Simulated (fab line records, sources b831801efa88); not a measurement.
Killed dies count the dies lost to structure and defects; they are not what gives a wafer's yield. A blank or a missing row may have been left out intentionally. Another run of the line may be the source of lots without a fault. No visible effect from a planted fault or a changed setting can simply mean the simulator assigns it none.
Which tool did it?	flow gf180mcu	6 lots, 18 wafers sampled, at 4 steps of a route of 602

## WHAT EACH GAUGE READ, for each wafer
GF_DUAL_GATE_THK_MEAS_03.
lot	measured	on	DUAL_GATE_OXIDATION_00_THK (nm)
L984	day 8 15:11	film-metro-03	10.52 10.50 10.40
L987	day 9 11:08	film-metro-02	11.06 10.78 11.03
L990	day 10 03:26	film-metro-03	10.63 10.63 10.33
L992	day 10 18:13	film-metro-01	10.71 10.88 10.94
L994	day 11 08:21	film-metro-01	12.42 12.25 12.30
L103	day 13 21:06	film-metro-03	11.07 11.00 10.86

## EACH LOT AND THE TOOL THAT RAN IT (in order: tool; ch and the chambers of the sampled wafers; start)
lot	GF_VT_IMPLANT_STRIP_09	GF_VT_IMPLANT_STRIP_42	GF_DUAL_GATE_OXIDATION_02
L984	plasma-asher-01 ch 0,1, day 6 09:36	plasma-asher-04 ch 0,1, day 8 09:40	furnace-02 ch 0, day 8 13:43
L987	plasma-asher-03 ch 0,1, day 7 06:10	plasma-asher-03 ch 0,1, day 9 07:27	furnace-01 ch 0, day 9 09:41
L990	plasma-asher-04 ch 0,1, day 7 22:22	plasma-asher-03 ch 0,1, day 10 01:01	furnace-02 ch 0, day 10 01:59
L992	plasma-asher-04 ch 0,1, day 8 10:20	plasma-asher-04 ch 0,1, day 10 14:12	furnace-02 ch 0, day 10 16:45
L994	plasma-asher-03 ch 0,1, day 8 23:44	plasma-asher-01 ch 0,1, day 11 05:12	furnace-02 ch 0, day 11 06:53
L103	plasma-asher-04 ch 1, day 11 07:42	plasma-asher-03 ch 0,1, day 13 18:37	furnace-01 ch 0, day 13 19:38
- GF_VT_IMPLANT_STRIP_09: strips in O2/N2.
- GF_VT_IMPLANT_STRIP_42: strips in O2/N2.
- GF_DUAL_GATE_OXIDATION_02: stabilise 600 s, purge 300 s, target thk 10.887 nm.

## THE ANSWER, worked out from the rows above alone
Rule: the usual values come from the lots themselves. Put in order of their means at a reading, lots are off if they are a third of the lots or fewer, leave a main group of 4 or more, and stand apart from it by a gap of 3 or more times the standard deviation of the main group's means; of several such gaps the widest counts. A main group is skipped when, at the precision printed for the reading in the tables above, its means are all equal. Also off: a lot with no number at a reading for which 4 or more lots have one. All remaining lots with rows at the step are treated as sound.
Off: L994, seen at GF_DUAL_GATE_THK_MEAS_03 (DUAL_GATE_OXIDATION_00_THK). For the main group the mean is 10.76 nm and the standard deviation 0.21.
A tool fits if, at a process step before that reading, it ran every lot that is off, and no sound lot after the first of them. Those tools and the gauges at GF_DUAL_GATE_THK_MEAS_03 are tried in the same way. Can't be told from this: 4 tools fit, plasma-asher-03 at GF_VT_IMPLANT_STRIP_09, plasma-asher-01 at GF_VT_IMPLANT_STRIP_42, furnace-02 at GF_DUAL_GATE_OXIDATION_02, film-metro-01 at GF_DUAL_GATE_THK_MEAS_03.

## WHAT THE SIMULATOR HAD PUT IN
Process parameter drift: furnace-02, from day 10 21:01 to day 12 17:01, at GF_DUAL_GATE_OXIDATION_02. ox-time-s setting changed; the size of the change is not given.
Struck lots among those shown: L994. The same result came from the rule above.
